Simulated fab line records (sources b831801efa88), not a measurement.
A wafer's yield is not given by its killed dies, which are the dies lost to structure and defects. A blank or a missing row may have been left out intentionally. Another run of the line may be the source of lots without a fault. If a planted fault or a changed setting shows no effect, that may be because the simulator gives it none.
Struck lot and sound lot, side by side + flow gf180mcu + 30 steps out of a route of 602
Sound: these wafers, L958.2, L958.5, L958.6. Struck: wafers L959.4, L959.5, L959.6. The cause is named last.
At each step with rows: each side's tool, then ch and its chambers, then its first start. Under that, the readings that differ: sound wafers + struck wafers + difference of the means + sigmas: that difference in standard deviations of wafers without a fault.
alike: readings with means less than 2 such deviations apart, plus words and numbers identical on both sides. not compared: withheld readings, readings lacking a value on some wafer, bounds such as >300 that could conceal the same value, and numbers that have no deviation in the record and whose values overlap.
A row with sigmas, a row that says differs or no value, or rows on one side alone: a step with any of these is where the two part. When numbers do not overlap yet have no deviation, they are printed without sigmas and do not part them. A reading that every wafer of one side lacks parts them only if that side has two wafers or more.

first, 7 steps without rows for these wafers: GF_HV_LDD_DEHYDRATE_24 (time 60 s); GF_HV_LDD_HMDS_25 (prime time 60 s); GF_HV_LDD_COAT_26 (resist thk 1000 nm); GF_HV_LDD_SOFTBAKE_27 (time 60 s); GF_HV_LDD_EXPOSE_28 (exposes mask Nplus HV AREA, target cd 400 nm); GF_HV_LDD_PEB_29; GF_HV_LDD_DEVELOP_30 (develop time 60 s).
GF_HV_LDD_CD_MEAS_31 targets a cd of 400 nm.
  sound: cd-sem-02 at day 16 05:03; struck: cd-sem-02 at day 16 11:29
  alike: cd-nm
GF_HV_LDD_OVL_MEAS_32:
  sound: overlay-02 at day 16 05:09; struck: overlay-01 at day 16 11:34
  alike: HV_LDD_02_OVL
then, 3 steps without rows for these wafers: GF_HV_LDD_IMPLANT_33; GF_HV_LDD_IMPLANT_34; GF_HV_LDD_IMPLANT_35.
GF_HV_LDD_IMPLANT_36:
  sound on implanter-02 ch 0, day 16 05:40; struck on implanter-01 ch 0, day 16 12:07
| reading            | sound                        | struck                           | difference  | sigmas      |
|--------------------|------------------------------|----------------------------------|-------------|-------------|
| dose-ions-cm2      | 7.487e+12 7.48e+12 7.492e+12 | 2.9095e+13 2.9069e+13 2.9071e+13 | +2.1592e+13 | +99 or more |
| faraday-current-uA | 42.1 43.4 41.7               | 167.4 164.5 165.4                | +123.4      | +99 or more |
GF_HV_LDD_STRIP_37: strips in O2/N2.
  sound on plasma-asher-04 ch 0,1, day 16 05:49; struck on plasma-asher-04 ch 0,1, day 16 12:13
| reading           | sound                | struck               | difference | sigmas |
|-------------------|----------------------|----------------------|------------|--------|
| platen-temp-c (C) | 250.10 250.39 250.19 | 249.80 249.93 249.76 | -0.40      | -2     |
  alike: chamber-pressure-mTorr, drypump-motor-current-A, heater-power-w, oes-product-au, strip-time-to-endpoint-s
  not compared: rf-hours-counter-h
GF_HV_LDD_TW_MEAS_38:
  sound: film-metro-04 at day 16 05:56; struck: film-metro-01 at day 16 12:32
| reading     | sound          | struck         | difference | sigmas |
|-------------|----------------|----------------|------------|--------|
| HV_LDD_3_TW | 1426 1420 1432 | 1698 1688 1703 | +270       | +31    |
  not compared: hold
then, 6 steps without rows for these wafers: GF_HV_LDD_HMDS_40 (prime time 60 s); GF_HV_LDD_COAT_41 (resist thk 1000 nm); GF_HV_LDD_SOFTBAKE_42 (time 60 s); GF_HV_LDD_EXPOSE_43 (exposes mask Pplus HV AREA, target cd 400 nm); GF_HV_LDD_PEB_44; GF_HV_LDD_DEVELOP_45 (develop time 60 s).
GF_HV_LDD_CD_MEAS_46 targets a cd of 400 nm.
  sound: cd-sem-01 at day 17 04:26; struck: cd-sem-01 at day 17 10:56
| reading    | sound             | struck            | difference | sigmas |
|------------|-------------------|-------------------|------------|--------|
| cd-nm (nm) | 399.4 399.7 398.1 | 403.0 405.4 405.1 | +5.4       | +3     |
GF_HV_LDD_OVL_MEAS_47:
  sound: overlay-02 at day 17 04:32; struck: overlay-01 at day 17 11:01
  alike: HV_LDD_03_OVL
following that, these wafers have no rows for 1 step: GF_HV_LDD_IMPLANT_48.
GF_HV_LDD_STRIP_49: strips in O2/N2.
  sound on plasma-asher-01 ch 0,1, day 17 04:43; struck on plasma-asher-04 ch 0,1, day 17 11:13
  alike: chamber-pressure-mTorr, drypump-motor-current-A, heater-power-w, oes-product-au, platen-temp-c, strip-time-to-endpoint-s
  not compared: rf-hours-counter-h
GF_HV_LDD_TW_MEAS_50:
  sound: film-metro-01 at day 17 04:50; struck: film-metro-04 at day 17 11:19
  alike: HV_LDD_4_TW
then, 1 step without rows for these wafers: GF_HV_LDD_CLEAN_51 (cleans in SC1/SC2, time 150 s).
GF_HV_LDD_RTA_52: time 10 s.
  sound on rtp-anneal-01 ch 0, day 17 04:56; struck on rtp-anneal-01 ch 0, day 17 11:26
  alike: anneal-temp-c-max, lamp-power-pct, wafer_temp_C_max
GF_HV_LDD_RS_MEAS_53: measures by four-point-probe.
  sound: film-metro-04 at day 17 05:01; struck: film-metro-01 at day 17 11:50
| reading            | sound             | struck            | difference | sigmas |
|--------------------|-------------------|-------------------|------------|--------|
| HV_LDD_RS (ohm/sq) | 419.4 419.6 419.2 | 369.6 368.6 370.3 | -49.9      | -55    |
  not compared: hold
GF_PASSIVATION_PROBE_99:
  rows exist in the record for the sound wafers here (prober-01, day 32 23:38), none for the struck ones

WHERE THEY PART
Last at GF_PASSIVATION_PROBE_99 as far as this record goes, first at GF_HV_LDD_IMPLANT_36.

WHY: what had been put in by the simulator
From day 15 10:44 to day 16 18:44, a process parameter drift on implanter-01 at GF_HV_LDD_IMPLANT_36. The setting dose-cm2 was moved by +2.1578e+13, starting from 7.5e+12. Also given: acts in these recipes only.
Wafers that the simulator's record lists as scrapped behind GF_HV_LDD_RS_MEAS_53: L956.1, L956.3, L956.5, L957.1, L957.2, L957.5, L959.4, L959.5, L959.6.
